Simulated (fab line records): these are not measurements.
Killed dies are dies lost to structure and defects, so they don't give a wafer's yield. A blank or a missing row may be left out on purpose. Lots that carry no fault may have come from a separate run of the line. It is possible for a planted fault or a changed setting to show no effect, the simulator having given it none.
Problem report in the 8D (eight disciplines) form, filled by code	flow gf180mcu	the parts of the form that need people (team, actions taken, sign-off) are left out

== 1. WHAT WENT WRONG ==
Across 6 wafers from 2 lots, HV_LDD_3_TW at GF_HV_LDD_TW_MEAS_38 averages 1318, while fault-free wafers read 1426 with a standard deviation of 13. Relative to the usual mean, that is a shift of -8.3 standard deviations.
The first sign was on wafer L662.1 at day 15 12:20, on film_metro-04. At this step, 33 wafers from 11 lots have a number in the record. The rule behind "out" and "out of limits": a value lying over 4 standard deviations away from the usual mean. The rest of the wafers with a number are treated as sound.

== 2. WHAT IT IS, WHAT IT ISN'T ==
question	is	is not
which readings at this step	HV_LDD_3_TW	-
which lots	L662, L666	L649, L650, L651, L652, L653, L656, L663, L669, L670
which wafers of those lots	all that have a number	-
read on which gauges	film_metro-04	film_metro-01, film_metro-02
when	from day 15 12:20	up to then (18 sound wafers); but 9 sound wafers of L663, L669, L670 came after

== 3. SUSPECTS, AND WHAT RULES EACH OUT ==
Counting: a tool at a process step up to the reading stays a suspect if it ran every lot that is out and no sound lot after the first of them.
- the gauge at GF_HV_LDD_TW_MEAS_38: ruled out. All the wafers that are out were read on film_metro-04, but those of them that GF_HV_LDD_IMPLANT_33 has rows for are out there too, on other tools.
- rie_diel-01 at GF_POLY_GATE_ETCH_12 (etches BARC in N2/H2): ruled out as a lasting fault. After its first lot that is out, L662 (day 12 20:46), sound lots L669, L670 ran on it.
- implanter-02 at GF_HV_LDD_IMPLANT_33: kept. It ran every lot that is out, first L662 (day 15 11:38), and no sound lot after that; its last sound lot up to then is L653 (day 12 18:32). Its own readings are out on those wafers: dose_ions_cm2, faraday_current_uA.
Left after counting: implanter-02 at GF_HV_LDD_IMPLANT_33.

== 4. THE CAUSE (what the simulator had put in) ==
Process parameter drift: implanter-02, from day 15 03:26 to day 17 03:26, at GF_HV_LDD_IMPLANT_33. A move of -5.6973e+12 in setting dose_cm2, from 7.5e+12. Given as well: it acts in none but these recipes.
After counting, this tool was the only one left.

== 5. SEQUENCE OF EFFECTS, ordered by route ==
Each row: a reading where the mean over the struck wafers with a number is more than 3 standard deviations away from the usual. Only readings whose record carries a usual standard deviation are examined. hours: median over the lots of the time between each lot's start at the first step of this table that gives one and its start at this step. sigmas: the change, counted in usual standard deviations.
hours	step	reading	usual	on struck wafers	change	sigmas
0	GF_HV_LDD_IMPLANT_33	dose_ions_cm2	7.498e+12	1.807e+12	-5.691e+12	-99 or more
0	GF_HV_LDD_IMPLANT_33	faraday_current_uA	42.4	10.1	-32.3	-42
1	GF_HV_LDD_TW_MEAS_38	HV_LDD_3_TW	1426	1318	-108	-8.3
23	GF_HV_LDD_RS_MEAS_53	HV_LDD_RS	419.1 ohm/sq	435.5	+16.4	+17
It contains these process steps:
- GF_HV_LDD_IMPLANT_33
At these later measuring or inspecting steps, every struck wafer for which the step has a row has a number for every such reading, and none has moved that far: GF_HV_LDD_THK_MEAS_55.

== 6. HOW IT WOULD HAVE BEEN CAUGHT EARLIER ==
9 hours passed between the start of the fault at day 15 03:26 and the first reading out of limits at a measuring or inspecting step in this record, taken at day 15 12:20.
At GF_HV_LDD_IMPLANT_33, the tool's own readings (dose_ions_cm2, faraday_current_uA) were out on each struck wafer the step has a row for, so an alarm limit on them would have fired on the first such wafer.
Among the 2 lots that are out, L666 began GF_HV_LDD_IMPLANT_33 on implanter-02 after day 15 12:20. Had the tool been put on hold then, it would have been spared.
